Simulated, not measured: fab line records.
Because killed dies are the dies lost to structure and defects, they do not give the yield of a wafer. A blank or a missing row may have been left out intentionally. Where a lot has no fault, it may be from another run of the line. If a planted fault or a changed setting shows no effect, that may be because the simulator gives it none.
What tool caused it? ; flow sky130 ; 30 wafers from 10 lots sampled at 2 of the route's 708 steps

## WHAT THE GAUGES SHOWED, per wafer
SKY_SPACER_THK_MEAS_01.
lot;measured;on;SPACER_CVD_00_THK (nm)
L287;day 23 06:05;filmMetro-02;41.9 42.3 42.4
L288;day 24 05:58;filmMetro-02;42.1 42.2 42.4
L289;day 24 17:30;filmMetro-04;42.8 43.2 43.2
L291;day 24 22:13;filmMetro-04;42.5 42.6 42.4
L290;day 25 03:04;filmMetro-01;42.0 42.2 42.0
L292;day 25 11:16;filmMetro-04;42.5 43.0 43.2
L295;day 26 09:13;filmMetro-04;42.1 42.1 42.6
L299;day 27 20:02;filmMetro-01;48.5 48.9 48.2 48.5 48.9 48.2
L301;day 28 08:47;filmMetro-01;48.3 48.3 48.1 48.3 48.3 48.1
L309;day 30 23:58;filmMetro-01;43.3 43.4 43.4

## WHAT TOOL EACH LOT RAN ON (gives the tool, then ch and the chambers of the sampled wafers, and finally the start)
lot;SKY_SPACER_CVD_00
L287;lpcvd-02 ch 0, day 23 04:51
L288;lpcvd-02 ch 0, day 24 04:10
L289;lpcvd-02 ch 0, day 24 16:17
L291;lpcvd-02 ch 1, day 24 20:59
L290;lpcvd-02 ch 0, day 25 01:51
L292;lpcvd-02 ch 0, day 25 10:03
L295;lpcvd-02 ch 1, day 26 08:00
L299;lpcvd-02 ch 1, day 27 18:50
L301;lpcvd-02 ch 1, day 28 07:34
L309;lpcvd-02 ch 1, day 30 22:46
- SKY_SPACER_CVD_00: deposits Si3N4 from DCS/NH3, target thk 43.1 nm, time 740 s.

## AS READ BY THE TOOLS THEMSELVES (means over the sampled wafers that have a number; for cases with no such wafer, the mark the record gives instead)
SKY_SPACER_CVD_00.
lot;tool;spikeTcCentreC (C);zonePowerCentrePct (%);zonePowerLowerPct (%);zonePowerUpperPct (%)
L287;lpcvd-02;769.6;15.3;13.1;13.2
L288;lpcvd-02;770.1;15.2;13.2;13.3
L289;lpcvd-02;770.2;15.1;13.2;13.2
L291;lpcvd-02;771.5;13.2;12.6;12.2
L290;lpcvd-02;770.1;15.2;13.2;13.2
L292;lpcvd-02;769.6;15.2;13.0;13.2
L295;lpcvd-02;770.3;13.1;12.5;12.1
L299;lpcvd-02;784.5;16.9;10.6;10.2
L301;lpcvd-02;785.8;17.0;10.7;10.2
L309;lpcvd-02;770.2;13.3;12.4;12.2

## THE ANSWER, worked out from the rows above alone
Rule: what is usual is taken from the lots themselves. The widest of any qualifying gaps counts: lots, ordered by their means at a reading, are off when they make up no more than a third of the lots, leave a main group of 4 or more, and stand apart from it by 3 or more times the standard deviation of that group's means. A main group is skipped when, at the precision printed for the reading in the tables above, its means are all equal. A lot without any number at a reading at which 4 lots or more have one is off too. Any other lot the step has rows for is counted as sound. The gauges are gone through in route order, then the tools' own readings, and for those a lot's mean is taken as printed above. At the first step where some lot is off, the reading lying furthest off is the one used; lots without a number count as furthest.
Off: L299, L301, seen at SKY_SPACER_THK_MEAS_01 (SPACER_CVD_00_THK). Main group: mean 42.6 nm, sd 0.45.
If a tool, at a process step before that reading, ran all the lots that are off and no sound lot after the first of them, it fits. Not tried: the gauges at SKY_SPACER_THK_MEAS_01; whatever is off there is also off at SKY_SPACER_CVD_00, on other tools, and gauge error can't account for it. None of those tried fits.

## WHAT WAS PUT IN BY THE SIMULATOR
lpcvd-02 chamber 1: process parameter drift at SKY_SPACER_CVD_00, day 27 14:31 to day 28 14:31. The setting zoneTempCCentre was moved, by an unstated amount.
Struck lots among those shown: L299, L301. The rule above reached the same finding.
